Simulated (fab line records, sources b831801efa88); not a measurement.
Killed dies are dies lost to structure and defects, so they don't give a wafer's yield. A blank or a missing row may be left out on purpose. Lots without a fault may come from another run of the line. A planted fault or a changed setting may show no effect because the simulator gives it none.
Chamber matching | flow sky130 | SKY_FIELD_ISO_CMP_27 on cmp-01: 4 sister chambers
The step polishes, stops on Si3N4, t overpolish 16 s, target thk 457.8 nm. 7 wafers are shown with their chamber, then 7 later ones without.

WAFERS WITH THEIR CHAMBER
wafer  | chamber | motor_current_A (A) | time_to_endpoint_s (s)
L076.4 | 1       | 14.2                | 106
L079.6 | 3       | 12.2                | 115
L084.2 | 3       | 11.3                | 114
L084.3 | 2       | 11.2                | 116
L084.4 | 0       | 10.9                | 113
L089.1 | 2       | 11.5                | 112
L089.2 | 0       | 11.2                | 114

WAFERS WITHOUT THEIR CHAMBER
wafer  | motor_current_A (A) | time_to_endpoint_s (s)
L089.4 | 10.8                | 117
L090.1 | 14.7                | 105
L090.2 | 10.4                | 114
L090.5 | 11.2                | 112
L097.2 | 10.8                | 113
L097.4 | 10.6                | 113
L097.6 | 11.2                | 111

WHICH CHAMBER EACH WENT THROUGH
wafer  | from the rows above          | in truth
L089.4 | can't be placed: 0 or 2 or 3 | 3
L090.1 | 1                            | 1
L090.2 | can't be placed: 0 or 2 or 3 | 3
L090.5 | can't be placed: 0 or 2 or 3 | 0
L097.2 | can't be placed: 0 or 2 or 3 | 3
L097.4 | can't be placed: 0 or 2 or 3 | 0
L097.6 | can't be placed: 0 or 2 or 3 | 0
Placed correctly: 1 of 7. Can't be placed from these rows: 6 (the true chamber is among the candidates in 6). Placed wrongly: 0.
How it was worked out, from the rows above alone: a wafer's distance from a chamber is the root of the sum, over the readings, of the square of ((its reading less the chamber's mean) divided by the reading's scatter). The wafer belongs to the nearest chamber; if the next one is less than 2 further off, it can't be placed. A chamber's mean is the mean of its shown wafers. The scatter: the root of (the sum of the squares of (reading less its chamber's mean) over the shown wafers, divided by (wafers less chambers)).
